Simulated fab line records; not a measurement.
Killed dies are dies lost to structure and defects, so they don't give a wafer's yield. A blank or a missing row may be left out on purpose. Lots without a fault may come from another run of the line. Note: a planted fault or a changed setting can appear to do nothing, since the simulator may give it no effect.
Matching of chambers -- flow sky130 -- 3 sister chambers for SKY_VIA3_HDPCVD_00 on hdpcvd-02
The step deposits SiO2, target thk 1635 nm, time 272.5 s. 3 wafers are shown with their chamber, then 9 later ones without.

== EACH WAFER AND ITS CHAMBER ==
wafer,chamber,run_length_s (s)
L551.6,1,299.3
L553.2,0,300.2
L553.4,2,300.6

== WAFERS WITHOUT THEIR CHAMBER ==
wafer,run_length_s (s)
L556.3,300.2
L556.4,300.3
L556.6,299.7
L557.1,300.1
L557.4,300.1
L557.6,300.4
L558.1,300.4
L558.3,300.3
L558.6,300.8

== WHICH CHAMBER EACH WENT THROUGH ==
wafer,from the rows above,in truth
L556.3,0,0
L556.4,can't be placed: 0 or 2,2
L556.6,can't be placed: 1 or 0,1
L557.1,0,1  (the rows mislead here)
L557.4,0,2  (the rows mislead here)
L557.6,can't be placed: 0 or 2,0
L558.1,can't be placed: 0 or 2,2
L558.3,can't be placed: 0 or 2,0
L558.6,2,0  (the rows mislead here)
Placed correctly: 1 of 9. From these rows, 5 cannot be placed; in 5 the true chamber is one of the candidates. Placed wrongly: 3.
How it was worked out, from the rows above alone: a wafer's distance from a chamber is the root of the sum, over the readings, of the square of ((its reading less the chamber's mean) divided by the reading's scatter). The wafer belongs to the nearest chamber; if the next one is less than 2 further off, it can't be placed. A chamber's mean is the mean of its shown wafers. The scatter: root of mean squared gap, hidden wafer to nearest shown wafer, with one shown wafer a chamber.
